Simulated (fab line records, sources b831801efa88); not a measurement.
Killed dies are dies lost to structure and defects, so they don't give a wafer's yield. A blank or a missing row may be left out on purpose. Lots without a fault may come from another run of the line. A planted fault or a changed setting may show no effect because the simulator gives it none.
One fault seen from 2 desks | flow sky130 | each desk has only its own numbers; what lay behind them comes last

THE TOOL OWNER'S DESK: rie_si-02
The tool's own readings at SKY_FIELD_ISO_ETCH_17 (etches Si in HBr/Cl2/O2, target depth 342 nm, time 97.7 s): means of the sampled wafers that have a number, for each lot that ran on this tool. A lot is out of limits, marked OUT, if its mean lies more than 4 standard deviations from the usual mean; the brackets give that distance.
Columns: A = drypump_motor_current_A at SKY_FIELD_ISO_ETCH_17, usual 5.6 A; B = oes_product_au at SKY_FIELD_ISO_ETCH_17, usual 1.002 a.u.; C = rf_fwd_power_W at SKY_FIELD_ISO_ETCH_17, usual 596.3 W; D = throttle_valve_pct at SKY_FIELD_ISO_ETCH_17, usual 25.657 %
lot  | first seen here | A   | B     | C               | D
L274 | day 2 10:56     | 5.8 | 0.995 | 596.2           | 25.654
L277 | day 3 03:19     | 5.5 | 0.997 | 597.7           | 25.661
L279 | day 3 12:56     | 5.8 | 0.997 | 598.0           | 25.656
L281 | day 3 21:18     | 5.8 | 1.005 | 594.3           | 25.657
L288 | day 5 15:14     | 5.6 | 0.978 | 563.9 (-13) OUT | 25.681
This desk's finding: out of limits on L288; first on L288, day 5 15:14 (rf_fwd_power_W at SKY_FIELD_ISO_ETCH_17). In limits: L274, L277, L279, L281.

THE METROLOGY DESK
What the gauges read, lot by lot, whatever tool the lot ran on: means of the sampled wafers that have a number. A lot is out of limits, marked OUT, if its mean lies more than 4 standard deviations from the usual mean; the brackets give that distance.
Columns: A = FIELD_ISO_OXIDATION_00_THK at SKY_FIELD_ISO_THK_MEAS_02, usual 11.47 nm; B = VT_ADJUST_LVTN_OVL at SKY_VT_ADJUST_LVTN_OVL_MEAS_07, usual 0.1 nm
lot  | first seen here | A     | B
L274 | day 1 17:21     | 11.52 | -1.1
L276 | day 2 03:15     | 11.42 | 0.2
L277 | day 2 07:44     | 11.65 | 0.6
L278 | day 2 12:38     | 11.85 | 1.7
L279 | day 2 19:16     | 11.45 | 0.3
L280 | day 2 23:24     | 11.67 | 0.8
L281 | day 3 03:39     | 11.39 | 0.6
L282 | day 3 09:18     | 11.61 | 2.4
L286 | day 4 06:14     | 11.50 | 1.4
L288 | day 4 14:44     | 10.93 | -0.7
L291 | day 5 08:20     | 11.34 | -0.7
L294 | day 5 21:16     | 11.63 | -2.9
L295 | day 6 03:28     | 11.53 | -2.1
This desk's finding: nothing out of limits on any of the 13 lots.

PUT TOGETHER
The tool owner's desk could have raised an alarm at day 5 15:14, on L288.
The metrology desk saw nothing out of limits.
The metrology desk has L288 on record, within its limits.
Of the lots named, all ran SKY_FIELD_ISO_ETCH_17 on rie_si-02.

WHAT THE SIMULATOR HAD PUT IN
Process parameter drift: rie_si-02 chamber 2, from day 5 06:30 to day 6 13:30, at SKY_FIELD_ISO_ETCH_17. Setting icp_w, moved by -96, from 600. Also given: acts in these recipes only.
Lots struck among those shown: L288.
Hours from the fault's start to each desk's first reading out of limits: the tool owner's desk, 9.
